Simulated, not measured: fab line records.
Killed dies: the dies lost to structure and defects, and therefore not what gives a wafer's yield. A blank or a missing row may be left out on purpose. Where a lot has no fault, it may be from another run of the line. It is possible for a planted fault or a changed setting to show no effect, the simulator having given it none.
A lot that was struck, set against a sound lot | flow gf180mcu | 15 steps out of a route of 602
Sound: these wafers, L404.4, L404.5, L404.6. Wafers L411.1, L411.2, L411.3 were the ones struck. The cause comes at the end.
At each step with rows: each side's tool, then ch and its chambers, then its first start. Under that, the readings that differ: sound wafers | struck wafers | difference of the means | sigmas: that difference in standard deviations of wafers without a fault.
alike: readings whose means differ by less than 2 such deviations, and words and numbers that are the same on both sides. not compared: withheld readings, readings that some wafer has no value for, bounds like >300 that may hide the same value, and numbers for which the record gives no deviation and whose values overlap.
Wherever a step has rows on one side only, a row that says differs or no value, or a row with sigmas, the two part there. When numbers do not overlap yet have no deviation, they are printed without sigmas and do not part them. A reading that every wafer of one side lacks parts them only if that side has two wafers or more.

GF_SAB_CD_MEAS_09: target cd 420 nm.
  sound on cd_sem-01, day 16 17:12; struck on cd_sem-02, day 19 05:25
  alike: cd_nm
GF_SAB_OVL_MEAS_10:
  sound on overlay-01, day 16 17:17; struck on overlay-02, day 19 05:32
  alike: SAB_OVL
then, 2 steps without rows for these wafers: GF_SAB_ETCH_11 (etches SiO2 in C4F8/O2/Ar, target depth 55 nm, time 8.5 s); GF_SAB_WET_ETCH_12 (etches SiO2 in dHF, target depth 22 nm, time 440 s).
GF_SAB_STRIP_13: strips in O2/N2.
  sound on plasma_asher-02 ch 0,1, day 16 17:32; struck on plasma_asher-03 ch 0,1, day 19 05:43
  alike: drypump_motor_current_A, heater_power_w, oes_product_au, strip_time_to_endpoint_s
  not compared: rf_hours_counter_h
then, 2 steps without rows for these wafers: GF_SALICIDE_CLEAN_00 (cleans in SC1/SC2, time 150 s); GF_SALICIDE_WET_ETCH_01 (etches SiO2 in dHF, target depth 5 nm, time 100 s).
GF_SALICIDE_SPUTTER_02: material Co, target thk 10 nm, time 20 s.
  sound on pvd_sputter-03, day 16 17:41; struck on pvd_sputter-03, day 19 05:55
  alike: throttle_valve_pct
GF_SALICIDE_SPUTTER_03: material TiN, target thk 20 nm, time 16.7 s.
  sound on pvd_sputter-03, day 16 17:43; struck on pvd_sputter-03, day 19 05:56
  alike: throttle_valve_pct
GF_SALICIDE_RS_MEAS_04: the measuring method here is four-point-probe.
  sound on film_metro-01, day 16 17:48; struck on film_metro-01, day 19 05:58
  alike: SALICIDE_TIN_RS
GF_SALICIDE_THK_MEAS_05: measures by xrf.
  sound on film_metro-01, day 16 17:53; struck on film_metro-01, day 19 06:05
  alike: SALICIDE_TIN_THK
GF_SALICIDE_RTA_06: time 30 s.
  sound on rtp_anneal-02 ch 0, day 16 17:58; struck on rtp_anneal-01 ch 0, day 19 06:08
  alike: lamp_power_pct, wafer_temp_C_max
GF_SALICIDE_WET_ETCH_07: etches the open film in SPM, target depth 120 nm.
  sound on wet_bench-04 ch 1, day 16 18:01; struck on wet_bench-04 ch 3, day 19 06:14
  reading                                     | sound | struck            | difference | sigmas
  model.Co_of_SALICIDE_SPUTTER_02.thk_nm (nm) | 0 0 0 | 9.984 10.16 9.794 | +9.979     |
GF_SALICIDE_RTA_08: time 30 s.
  sound on rtp_anneal-01 ch 0, day 16 18:10; struck on rtp_anneal-02 ch 0, day 19 06:20
  reading            | sound          | struck         | difference | sigmas
  lamp_power_pct (%) | 15.2 15.2 15.2 | 20.1 20.1 20.1 | +4.9       | +2
  alike: wafer_temp_C_max
-- the record jumps here: 13 days lie between the struck wafers' starts before and after (it left off in module SALICIDE and takes up again in module PASSIVATION, whose first step shown is number 602 of the route) --
GF_PASSIVATION_PROBE_99:
  the record has rows for the struck wafers here (prober-01, day 32 08:16) and none for the sound ones

## WHERE THEY PART
At GF_SALICIDE_RTA_08 first; at GF_PASSIVATION_PROBE_99 last (within this record only).

WHY: what the simulator had put in
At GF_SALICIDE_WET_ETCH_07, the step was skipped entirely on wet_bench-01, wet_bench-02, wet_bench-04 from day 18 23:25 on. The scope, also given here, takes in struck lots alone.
